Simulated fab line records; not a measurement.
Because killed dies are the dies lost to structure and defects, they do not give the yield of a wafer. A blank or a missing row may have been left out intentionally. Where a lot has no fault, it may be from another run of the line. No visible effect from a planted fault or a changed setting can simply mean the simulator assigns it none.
The same fault as seen by 2 desks    flow sky130    each desk holds nothing but its own numbers, with what lay behind them at the end

== FROM THE METROLOGY DESK ==
What the gauges read, lot by lot, whatever tool the lot ran on: means of the sampled wafers that have a number. If a lot's mean is further than 4 standard deviations from the usual mean, the lot is out of limits and carries the mark OUT (the distance appears in the brackets).
Columns: A = RES_XHIGH_TW at SKY_RES_XHIGH_TW_MEAS_09, usual 1634; B = LOCAL_INTERCONNECT_OVL at SKY_LOCAL_INTERCONNECT_OVL_MEAS_12, usual 2 nm; C = CONTACT_BOW at SKY_CONTACT_BOW_MEAS_05, usual 82 um
lot   first seen here  A     B   C
L703  day 27 12:16     1661  3   91
L707  day 29 08:01     1629  -6  82
L708  day 29 11:11     1658  1   78
L710  day 29 16:52     1657  0   84
L709  day 29 18:44     1665  4   79
L714  day 31 07:46     1649  7   77
L716  day 31 21:44     1632  -1  61
L719  day 32 21:54     1662  -1  83
L721  day 33 05:32     1638  -2  81
L724  day 34 08:01     1600  4   87
L725  day 34 10:35     1626  3   86
L726  day 35 01:28     1648  5   88
This desk found nothing out of limits on any of the 12 lots.

== AT THE TOOL OWNER'S DESK: hdpcvd-02 ==
The tool's own readings at SKY_CONTACT_HDPCVD_02 (deposits SiO2, target thk 565 nm, time 94.2 s): means of the sampled wafers that have a number, for each lot that ran on this tool. If a lot's mean is further than 4 standard deviations from the usual mean, the lot is out of limits and carries the mark OUT (the distance appears in the brackets).
Columns: A = pressure mtorr at SKY_CONTACT_HDPCVD_02, usual 6.000 mTorr; B = run length s at SKY_CONTACT_HDPCVD_02, usual 122.1 s
lot   first seen here  A      B
L708  day 33 01:10     5.996  122.4
L710  day 33 09:44     6.007  122.2
L709  day 33 11:41     5.993  122.1
L719  day 36 09:36     5.998  122.1
L721  day 36 19:47     5.997  122.0
L724  day 37 19:52     5.994  121.7
L725  day 37 22:47     6.007  122.1
This desk found nothing out of limits on any of the 7 lots.

== TAKEN TOGETHER ==
The metrology desk saw nothing out of limits.
The desk of the tool owner found nothing out of limits.

== WHAT THE SIMULATOR PUT IN ==
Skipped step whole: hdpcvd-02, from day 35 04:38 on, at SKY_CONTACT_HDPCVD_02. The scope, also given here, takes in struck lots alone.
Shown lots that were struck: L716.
